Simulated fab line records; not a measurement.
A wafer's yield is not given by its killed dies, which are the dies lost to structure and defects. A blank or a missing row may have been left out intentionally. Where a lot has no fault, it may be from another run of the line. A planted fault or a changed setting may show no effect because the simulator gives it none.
Which tool is to blame? / flow gf180mcu / 11 lots, 33 wafers sampled, at 6 steps of a route of 602

WHAT THE GAUGES SHOWED, per wafer
GF_LVPWELL_OVL_MEAS_07. Usual: LVPWELL_OVL 0.3 nm, standard deviation 1.2.
lot=L101; measured=day 4 00:59; on=overlay-01; LVPWELL_OVL (nm)=1.9 0.6 1.1; flag=
lot=L102; measured=day 4 07:31; on=overlay-02; LVPWELL_OVL (nm)=-1.8 -1.1 -1.5; flag=
lot=L104; measured=day 4 18:41; on=overlay-02; LVPWELL_OVL (nm)=1.2 2.2 2.1; flag=
lot=L105; measured=day 5 00:59; on=overlay-01; LVPWELL_OVL (nm)=2.8 2.5 0.3; flag=
lot=L106; measured=day 5 07:36; on=overlay-01; LVPWELL_OVL (nm)=-1.0 -0.3 -2.2; flag=
lot=L109; measured=day 5 23:50; on=overlay-02; LVPWELL_OVL (nm)=-0.9 -0.1 0.6; flag=
lot=L113; measured=day 6 23:43; on=overlay-01; LVPWELL_OVL (nm)=-1.8 -0.6 -1.1; flag=
lot=L114; measured=day 7 04:41; on=overlay-01; LVPWELL_OVL (nm)=0.4 -0.2 -0.2; flag=
lot=L116; measured=day 7 15:03; on=overlay-02; LVPWELL_OVL (nm)=0.6 0.5 -0.6; flag=
lot=L117; measured=day 7 20:15; on=overlay-02; LVPWELL_OVL (nm)=2.1 2.1 1.5; flag=
lot=L118; measured=day 8 00:47; on=overlay-01; LVPWELL_OVL (nm)=2.5 1.1 1.6; flag=

GF_VT_IMPLANT_RS_MEAS_48: measures by four-point-probe. Usual: LVPWELL_RS 1197 ohm/sq, standard deviation 3.3.
lot=L101; measured=day 7 18:30; on=filmMetro-03; LVPWELL_RS (ohm/sq)=1196 1192 1197; flag=
lot=L102; measured=day 8 00:19; on=filmMetro-04; LVPWELL_RS (ohm/sq)=1198 1199 1198; flag=
lot=L104; measured=day 8 15:42; on=filmMetro-03; LVPWELL_RS (ohm/sq)=1193 1198 1196; flag=
lot=L105; measured=day 9 04:13; on=filmMetro-04; LVPWELL_RS (ohm/sq)=1198 1198 1198; flag=
lot=L106; measured=day 9 08:27; on=filmMetro-02; LVPWELL_RS (ohm/sq)=1193 1197 1197; flag=
lot=L109; measured=day 10 02:36; on=filmMetro-02; LVPWELL_RS (ohm/sq)=1200 1201 1199; flag=
lot=L113; measured=day 11 07:12; on=filmMetro-03; LVPWELL_RS (ohm/sq)=1179 1182 1179 1179 1180 1177; flag=OFF
lot=L114; measured=day 11 12:55; on=filmMetro-03; LVPWELL_RS (ohm/sq)=1169 1169 1171 1167 1171 1169; flag=OFF
lot=L116; measured=day 12 01:08; on=filmMetro-04; LVPWELL_RS (ohm/sq)=1191 1195 1195; flag=
lot=L117; measured=day 12 08:26; on=filmMetro-04; LVPWELL_RS (ohm/sq)=1195 1195 1196; flag=
lot=L118; measured=day 12 13:46; on=filmMetro-02; LVPWELL_RS (ohm/sq)=1199 1196 1198; flag=

GF_VT_IMPLANT_RS_MEAS_49: measures by four-point-probe. Usual: MVPSD_RS 1168.8 ohm/sq, standard deviation 3.
lot=L101; measured=day 7 18:37; on=filmMetro-03; MVPSD_RS (ohm/sq)=1169.5 1170.7 1170.0; flag=
lot=L102; measured=day 8 00:26; on=filmMetro-04; MVPSD_RS (ohm/sq)=1164.5 1167.9 1163.4; flag=
lot=L104; measured=day 8 15:49; on=filmMetro-03; MVPSD_RS (ohm/sq)=1176.1 1171.1 1172.8; flag=
lot=L105; measured=day 9 04:20; on=filmMetro-04; MVPSD_RS (ohm/sq)=1169.4 1169.4 1171.2; flag=
lot=L106; measured=day 9 08:34; on=filmMetro-02; MVPSD_RS (ohm/sq)=1170.3 1170.3 1170.9; flag=
lot=L109; measured=day 10 02:43; on=filmMetro-02; MVPSD_RS (ohm/sq)=1165.0 1162.5 1166.1; flag=
lot=L113; measured=day 11 09:41; on=filmMetro-03; MVPSD_RS (ohm/sq)=1165.3 1164.6 1164.9; flag=
lot=L114; measured=day 11 15:37; on=filmMetro-03; MVPSD_RS (ohm/sq)=1173.3 1170.1 1173.3; flag=
lot=L116; measured=day 12 01:16; on=filmMetro-04; MVPSD_RS (ohm/sq)=1173.6 1174.7 1172.8; flag=
lot=L117; measured=day 12 08:34; on=filmMetro-04; MVPSD_RS (ohm/sq)=1174.8 1169.5 1169.6; flag=
lot=L118; measured=day 12 13:53; on=filmMetro-02; MVPSD_RS (ohm/sq)=1171.0 1169.2 1165.5; flag=

WHICH TOOL RAN EACH LOT (tool, then ch and the chambers of the sampled wafers, then the start)
lot=L101; GF_DNWELL_STRIP_08=plasmaAsher-03 ch 0,1, day 2 23:44; GF_LVPWELL_IMPLANT_08=implanter-01 ch 0, day 4 01:02; GF_LVPWELL_STRIP_10=plasmaAsher-03 ch 0,1, day 4 01:19
lot=L102; GF_DNWELL_STRIP_08=plasmaAsher-04 ch 0,1, day 3 05:02; GF_LVPWELL_IMPLANT_08=implanter-01 ch 0, day 4 07:34; GF_LVPWELL_STRIP_10=plasmaAsher-04 ch 0,1, day 4 07:52
lot=L104; GF_DNWELL_STRIP_08=plasmaAsher-01 ch 0,1, day 3 15:29; GF_LVPWELL_IMPLANT_08=implanter-03 ch 0, day 4 18:44; GF_LVPWELL_STRIP_10=plasmaAsher-04 ch 0,1, day 4 19:01
lot=L105; GF_DNWELL_STRIP_08=plasmaAsher-04 ch 0,1, day 3 21:52; GF_LVPWELL_IMPLANT_08=implanter-01 ch 0, day 5 01:05; GF_LVPWELL_STRIP_10=plasmaAsher-02 ch 0,1, day 5 01:20
lot=L106; GF_DNWELL_STRIP_08=plasmaAsher-04 ch 0,1, day 4 03:59; GF_LVPWELL_IMPLANT_08=implanter-01 ch 0, day 5 07:39; GF_LVPWELL_STRIP_10=plasmaAsher-03 ch 0,1, day 5 07:56
lot=L109; GF_DNWELL_STRIP_08=plasmaAsher-03 ch 0,1, day 4 19:16; GF_LVPWELL_IMPLANT_08=implanter-03 ch 0, day 5 23:54; GF_LVPWELL_STRIP_10=plasmaAsher-02 ch 0,1, day 6 00:11
lot=L113; GF_DNWELL_STRIP_08=plasmaAsher-03 ch 0,1, day 5 18:08; GF_LVPWELL_IMPLANT_08=implanter-01 ch 0, day 6 23:45; GF_LVPWELL_STRIP_10=plasmaAsher-04 ch 0,1, day 7 00:03
lot=L114; GF_DNWELL_STRIP_08=plasmaAsher-03 ch 0,1, day 5 22:22; GF_LVPWELL_IMPLANT_08=implanter-01 ch 0, day 7 04:45; GF_LVPWELL_STRIP_10=plasmaAsher-02 ch 0,1, day 7 05:02
lot=L116; GF_DNWELL_STRIP_08=plasmaAsher-04 ch 0,1, day 6 07:38; GF_LVPWELL_IMPLANT_08=implanter-02 ch 0, day 7 15:06; GF_LVPWELL_STRIP_10=plasmaAsher-02 ch 0,1, day 7 15:23
lot=L117; GF_DNWELL_STRIP_08=plasmaAsher-04 ch 0,1, day 6 12:56; GF_LVPWELL_IMPLANT_08=implanter-02 ch 0, day 7 20:18; GF_LVPWELL_STRIP_10=plasmaAsher-04 ch 0,1, day 7 20:35
lot=L118; GF_DNWELL_STRIP_08=plasmaAsher-01 ch 0,1, day 6 17:38; GF_LVPWELL_IMPLANT_08=implanter-03 ch 0, day 8 00:50; GF_LVPWELL_STRIP_10=plasmaAsher-03 ch 0,1, day 8 01:08
- GF_DNWELL_STRIP_08: strips in O2/N2.
- GF_LVPWELL_IMPLANT_08
- GF_LVPWELL_STRIP_10: strips in O2/N2.

AS READ BY THE TOOLS THEMSELVES (means over the sampled wafers that have a number; for cases with no such wafer, the mark the record gives instead)
GF_DNWELL_STRIP_08. Usual: drypumpMotorCurrentA 5.6 A, standard deviation 0.41; heaterPowerW 330 W, standard deviation 16; oesProductAu 0.722 a.u., standard deviation 0.0044; stripTimeToEndpointS 36.95 s, standard deviation 0.13.
lot=L101; tool=plasmaAsher-03; drypumpMotorCurrentA (A)=5.6; heaterPowerW (W)=328; oesProductAu (a.u.)=0.722; stripTimeToEndpointS (s)=37.05; flag=
lot=L102; tool=plasmaAsher-04; drypumpMotorCurrentA (A)=5.7; heaterPowerW (W)=336; oesProductAu (a.u.)=0.722; stripTimeToEndpointS (s)=36.97; flag=
lot=L104; tool=plasmaAsher-01; drypumpMotorCurrentA (A)=5.9; heaterPowerW (W)=343; oesProductAu (a.u.)=0.719; stripTimeToEndpointS (s)=37.04; flag=
lot=L105; tool=plasmaAsher-04; drypumpMotorCurrentA (A)=5.7; heaterPowerW (W)=332; oesProductAu (a.u.)=0.723; stripTimeToEndpointS (s)=36.75; flag=
lot=L106; tool=plasmaAsher-04; drypumpMotorCurrentA (A)=5.7; heaterPowerW (W)=331; oesProductAu (a.u.)=0.719; stripTimeToEndpointS (s)=36.92; flag=
lot=L109; tool=plasmaAsher-03; drypumpMotorCurrentA (A)=5.7; heaterPowerW (W)=319; oesProductAu (a.u.)=0.724; stripTimeToEndpointS (s)=36.92; flag=
lot=L113; tool=plasmaAsher-03; drypumpMotorCurrentA (A)=5.3; heaterPowerW (W)=320; oesProductAu (a.u.)=0.722; stripTimeToEndpointS (s)=36.79; flag=
lot=L114; tool=plasmaAsher-03; drypumpMotorCurrentA (A)=5.3; heaterPowerW (W)=326; oesProductAu (a.u.)=0.725; stripTimeToEndpointS (s)=37.14; flag=
lot=L116; tool=plasmaAsher-04; drypumpMotorCurrentA (A)=5.7; heaterPowerW (W)=336; oesProductAu (a.u.)=0.724; stripTimeToEndpointS (s)=37.31; flag=
lot=L117; tool=plasmaAsher-04; drypumpMotorCurrentA (A)=5.4; heaterPowerW (W)=330; oesProductAu (a.u.)=0.719; stripTimeToEndpointS (s)=36.90; flag=
lot=L118; tool=plasmaAsher-01; drypumpMotorCurrentA (A)=5.8; heaterPowerW (W)=324; oesProductAu (a.u.)=0.721; stripTimeToEndpointS (s)=37.15; flag=

GF_LVPWELL_IMPLANT_08. Usual: doseIonsCm2 1.4996e+13, standard deviation 1.6e+10; tiltDeg -0.005 degrees, standard deviation 0.018.
lot=L101; tool=implanter-01; doseIonsCm2=1.5003e+13; tiltDeg (degrees)=0.008; flag=
lot=L102; tool=implanter-01; doseIonsCm2=1.4989e+13; tiltDeg (degrees)=-0.007; flag=
lot=L104; tool=implanter-03; doseIonsCm2=1.5001e+13; tiltDeg (degrees)=-0.010; flag=
lot=L105; tool=implanter-01; doseIonsCm2=1.4984e+13; tiltDeg (degrees)=-0.017; flag=
lot=L106; tool=implanter-01; doseIonsCm2=1.5014e+13; tiltDeg (degrees)=-0.020; flag=
lot=L109; tool=implanter-03; doseIonsCm2=1.4987e+13; tiltDeg (degrees)=-0.001; flag=
lot=L113; tool=implanter-01; doseIonsCm2=1.5604e+13; tiltDeg (degrees)=0.000; flag=OFF
lot=L114; tool=implanter-01; doseIonsCm2=1.5598e+13; tiltDeg (degrees)=0.002; flag=OFF
lot=L116; tool=implanter-02; doseIonsCm2=1.5002e+13; tiltDeg (degrees)=0.017; flag=
lot=L117; tool=implanter-02; doseIonsCm2=1.4993e+13; tiltDeg (degrees)=-0.011; flag=
lot=L118; tool=implanter-03; doseIonsCm2=1.4994e+13; tiltDeg (degrees)=-0.002; flag=

GF_LVPWELL_STRIP_10. Usual: drypumpMotorCurrentA 5.6 A, standard deviation 0.41; heaterPowerW 325 W, standard deviation 13; oesProductAu 0.722 a.u., standard deviation 0.0046; stripTimeToEndpointS 36.95 s, standard deviation 0.098.
lot=L101; tool=plasmaAsher-03; drypumpMotorCurrentA (A)=5.6; heaterPowerW (W)=319; oesProductAu (a.u.)=0.724; stripTimeToEndpointS (s)=36.93; flag=
lot=L102; tool=plasmaAsher-04; drypumpMotorCurrentA (A)=5.7; heaterPowerW (W)=332; oesProductAu (a.u.)=0.720; stripTimeToEndpointS (s)=36.92; flag=
lot=L104; tool=plasmaAsher-04; drypumpMotorCurrentA (A)=5.5; heaterPowerW (W)=336; oesProductAu (a.u.)=0.723; stripTimeToEndpointS (s)=36.92; flag=
lot=L105; tool=plasmaAsher-02; drypumpMotorCurrentA (A)=5.9; heaterPowerW (W)=314; oesProductAu (a.u.)=0.716; stripTimeToEndpointS (s)=36.98; flag=
lot=L106; tool=plasmaAsher-03; drypumpMotorCurrentA (A)=5.3; heaterPowerW (W)=321; oesProductAu (a.u.)=0.720; stripTimeToEndpointS (s)=36.89; flag=
lot=L109; tool=plasmaAsher-02; drypumpMotorCurrentA (A)=5.9; heaterPowerW (W)=320; oesProductAu (a.u.)=0.723; stripTimeToEndpointS (s)=37.09; flag=
lot=L113; tool=plasmaAsher-04; drypumpMotorCurrentA (A)=5.5; heaterPowerW (W)=333; oesProductAu (a.u.)=0.720; stripTimeToEndpointS (s)=36.90; flag=
lot=L114; tool=plasmaAsher-02; drypumpMotorCurrentA (A)=5.9; heaterPowerW (W)=317; oesProductAu (a.u.)=0.723; stripTimeToEndpointS (s)=36.93; flag=
lot=L116; tool=plasmaAsher-02; drypumpMotorCurrentA (A)=5.9; heaterPowerW (W)=315; oesProductAu (a.u.)=0.716; stripTimeToEndpointS (s)=36.97; flag=
lot=L117; tool=plasmaAsher-04; drypumpMotorCurrentA (A)=5.7; heaterPowerW (W)=327; oesProductAu (a.u.)=0.728; stripTimeToEndpointS (s)=37.03; flag=
lot=L118; tool=plasmaAsher-03; drypumpMotorCurrentA (A)=5.3; heaterPowerW (W)=324; oesProductAu (a.u.)=0.721; stripTimeToEndpointS (s)=36.99; flag=

THE ANSWER, worked out from the rows above alone
Rule: a lot counts as off when the mean over its wafers that have a number is more than 3 standard deviations away from the usual mean. Also off: a lot with no number at a reading for which 4 or more lots have one. The other lots that the step has rows for count as sound. Order of review: gauges by route order, followed by the tools' own readings, for which a lot's mean as printed above is used. The first step at which some lot is off is used, and at that step the reading that is off furthest; a lot without a number counts as furthest.
Off: at GF_VT_IMPLANT_RS_MEAS_48 (LVPWELL_RS), L113, L114.
If a tool, at a process step before that reading, ran all the lots that are off and no sound lot after the first of them, it fits. The gauges at GF_VT_IMPLANT_RS_MEAS_48 aren't tried: what is off there is off at GF_LVPWELL_IMPLANT_08 too, on other tools, and a gauge's error can't cause that. This does not decide it: 2 tools fit, namely plasmaAsher-03 at GF_DNWELL_STRIP_08 and implanter-01 at GF_LVPWELL_IMPLANT_08.

WHAT THE SIMULATOR PUT IN
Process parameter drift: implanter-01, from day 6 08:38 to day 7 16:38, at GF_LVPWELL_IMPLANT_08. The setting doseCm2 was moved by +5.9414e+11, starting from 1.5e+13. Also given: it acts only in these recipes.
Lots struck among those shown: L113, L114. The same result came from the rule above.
